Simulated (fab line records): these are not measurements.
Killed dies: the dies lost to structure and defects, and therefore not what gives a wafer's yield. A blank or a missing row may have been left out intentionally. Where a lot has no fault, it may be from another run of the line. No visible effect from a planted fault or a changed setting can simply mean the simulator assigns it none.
A lot that was struck, set against a sound lot -- flow sky130 -- 21 out of 708 route steps
Sound: wafers L500.2, L500.5, L500.6. Wafers struck: L494.2, L494.4, L494.6. At the end, the cause is stated.
For every step that has rows: the tool of each side, followed by ch and its chambers, followed by its first start. Under that, the readings that differ: sound wafers -- struck wafers -- difference of the means -- sigmas: that difference in standard deviations of wafers without a fault.
alike: readings with means less than 2 such deviations apart, plus words and numbers identical on both sides. not compared: withheld readings, readings lacking a value on some wafer, bounds such as >300 that could conceal the same value, and numbers that have no deviation in the record and whose values overlap.
Wherever a step has rows on one side only, a row that says differs or no value, or a row with sigmas, the two part there. When numbers do not overlap yet have no deviation, they are printed without sigmas and do not part them. A reading that every wafer of one side lacks parts them only if that side has two wafers or more.

first, 3 steps without rows for these wafers: SKY_RES_PROTECT_PEB_05; SKY_RES_PROTECT_DEVELOP_06 (develop time 60 s); SKY_POLY_GATE_IMPLANT_02.
SKY_RES_PROTECT_STRIP_07: strips in O2/N2.
  sound on plasmaAsher-04 ch 0,1, day 22 11:54; struck on plasmaAsher-03 ch 0,1, day 18 18:27
  alike: drypumpMotorCurrentA, oesProductAu, stripTimeToEndpointS
  not compared: rfHoursCounterH
SKY_RES_PROTECT_TW_MEAS_08:
  sound on filmMetro-02 at day 22 12:01; struck on filmMetro-03 at day 18 18:34
reading,sound,struck,difference,sigmas
POLY_GATE_TW,4017 3995 4006,4088 4104 4081,+85,+3
then, 2 steps without rows for these wafers: SKY_RES_PROTECT_CLEAN_09 (cleans in SC1/SC2, time 150 s); SKY_POLY_GATE_CVD_03 (deposits Si3N4 from DCS/NH3, target thk 75 nm, time 1290 s).
SKY_POLY_GATE_THK_MEAS_04:
  sound on filmMetro-03 at day 22 14:36; struck on filmMetro-01 at day 18 20:31
reading,sound,struck,difference,sigmas
POLY_GATE_CVD_03_THK (nm),75.8 75.8 75.2,74.2 74.2 73.6,-1.6,-2
then, 4 steps without rows for these wafers: SKY_POLY_GATE_DEHYDRATE_05 (time 60 s); SKY_POLY_GATE_HMDS_06 (prime time 60 s); SKY_POLY_GATE_COAT_07 (resist thk 110 nm); SKY_POLY_GATE_COAT_08 (resist thk 450 nm).
SKY_POLY_GATE_SOFTBAKE_09: time 90 s.
  sound on lithoTrack-04 ch 0, day 23 06:00; struck on lithoTrack-01 ch 0, day 19 12:00
reading,sound,struck,difference,sigmas
heaterPowerTotalW (W),57.40 57.53 57.51,51.61 51.57 51.74,-5.84,-53
plateTempC (C),100.24 99.97 100.17,92.73 92.75 92.75,-7.38,-62
  alike: resistLineTempC
then, 2 steps without rows for these wafers: SKY_POLY_GATE_EXPOSE_10 (exposes mask P1M, target cd 150 nm); SKY_POLY_GATE_PEB_11.
SKY_POLY_GATE_DEVELOP_12: develop time 60 s.
  sound: lithoTrack-03 ch 0; struck: lithoTrack-01 ch 0
reading,sound,struck,difference,sigmas
model.KrF-thick_of_POLY_GATE_COAT_08.thkNm (nm),434.7 434.4 433.6,441.4 441.6 440.7,+7.0,
  alike: resistLineTempC
SKY_POLY_GATE_CD_MEAS_13 targets a cd of 150 nm.
  sound on cdSem-01 at day 23 21:28; struck on cdSem-02 at day 20 03:23
reading,sound,struck,difference,sigmas
cdNm (nm),149.7 149.7 148.1,152.1 153.8 151.6,+3.3,+2
SKY_POLY_GATE_OVL_MEAS_14:
  sound on overlay-01 at day 23 21:35; struck on overlay-02 at day 20 03:29
  alike: POLY_GATE_OVL
SKY_POLY_GATE_ETCH_15: etches BARC in N2/H2, stops on SiO2, time 118.5 s, target depth 110 nm.
  sound on rieDiel-04 ch 0,1,2, day 23 21:37; struck on rieDiel-04 ch 0,3, day 20 03:31
reading,sound,struck,difference,sigmas
model.KrF-thick_of_POLY_GATE_COAT_08.thkNm (nm),342.3 343.8 340.6,348 350.4 346.9,+6,
  alike: biasW, drypumpMotorCurrentA, h2FlowSccm, oesProductAu, throttleValvePct
  not compared: rfHoursCounterH
SKY_POLY_GATE_ETCH_16: etches Si3N4 in CH3F/O2, stops on poly-Si, time 147.5 s, target depth 75 nm.
  sound on rieDiel-04 ch 0,1,2, day 23 21:41; struck on rieDiel-04 ch 0,3, day 20 03:36
  alike: biasW, drypumpMotorCurrentA, oesProductAu, throttleValvePct
  not compared: rfHoursCounterH
-- the record jumps here: 28 days lie between the struck wafers' starts before and after (it left off in module POLY_GATE and takes up again in module PAD_OPEN, whose first step shown is number 708 of the route) --
SKY_PAD_OPEN_PROBE_99:
  sound on prober-01 at day 50 08:28; struck on prober-01 at day 47 23:59
  alike: killed_at_M0_to_M3, killed_at_M4_up, killedAtContacts, killedAtFrontEnd, killedAtOther, killedDies, killedOpen, killedShort

== WHERE THEY PART ==
At SKY_RES_PROTECT_TW_MEAS_08 first; at SKY_POLY_GATE_CD_MEAS_13 last (within this record only). Later steps at which nothing parts them and some readings are alike: SKY_POLY_GATE_OVL_MEAS_14, SKY_POLY_GATE_ETCH_15, SKY_POLY_GATE_ETCH_16, SKY_PAD_OPEN_PROBE_99.

WHY: what had been put in by the simulator
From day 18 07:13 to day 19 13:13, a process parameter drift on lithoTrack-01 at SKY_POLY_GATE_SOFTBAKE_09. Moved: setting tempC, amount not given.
